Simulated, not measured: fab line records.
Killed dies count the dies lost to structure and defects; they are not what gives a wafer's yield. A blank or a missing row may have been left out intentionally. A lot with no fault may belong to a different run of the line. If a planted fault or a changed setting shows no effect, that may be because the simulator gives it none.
A single fault, viewed from 2 desks | flow sky130 | only its own numbers are on each desk; what lay behind them is given at the end

THE METROLOGY DESK
Lot by lot, what the gauges showed, no matter which tool ran the lot: averages of those sampled wafers that carry a number. The brackets show how far a lot's mean lies from the usual mean; more than 4 standard deviations puts the lot out of limits, marked OUT.
Columns: A = VIA2_OVL at SKY_VIA2_OVL_MEAS_13, usual 0 nm; B = VIA2_W_RS at SKY_VIA2_RS_MEAS_22, usual 0.275 ohm/sq; C = VIA2_W_THK at SKY_VIA2_THK_MEAS_23, usual 409 nm
lot  | first seen here | A   | B     | C
L274 | day 38 17:38    | 10  | 0.270 | 420
L275 | day 39 01:44    | -9  | 0.273 | 419
L277 | day 40 03:23    | -13 | 0.272 | 415
L278 | day 40 06:16    | -6  | 0.278 | 402
L288 | day 43 09:12    | 8   | 0.274 | 417
This desk's finding: nothing out of limits on any of the 5 lots.

THE TOOL OWNER'S DESK: pvd-sputter-04
The tool's own readings at SKY_METAL3_SPUTTER_00 (material Ti, target thk 15 nm, time 10 s): means of the sampled wafers that have a number, for each lot that ran on this tool. The brackets show how far a lot's mean lies from the usual mean; more than 4 standard deviations puts the lot out of limits, marked OUT.
Columns: A = throttle-valve-pct at SKY_METAL3_SPUTTER_00, usual 29.8 %
lot  | first seen here | A
L274 | day 38 19:04    | 29.0
L275 | day 39 03:39    | 29.4
L278 | day 40 07:40    | 28.8
This desk's finding: nothing out of limits on any of the 3 lots.

BROUGHT TOGETHER
The metrology desk saw nothing out of limits.
The tool owner's desk saw nothing out of limits.

WHAT THE SIMULATOR PUT IN
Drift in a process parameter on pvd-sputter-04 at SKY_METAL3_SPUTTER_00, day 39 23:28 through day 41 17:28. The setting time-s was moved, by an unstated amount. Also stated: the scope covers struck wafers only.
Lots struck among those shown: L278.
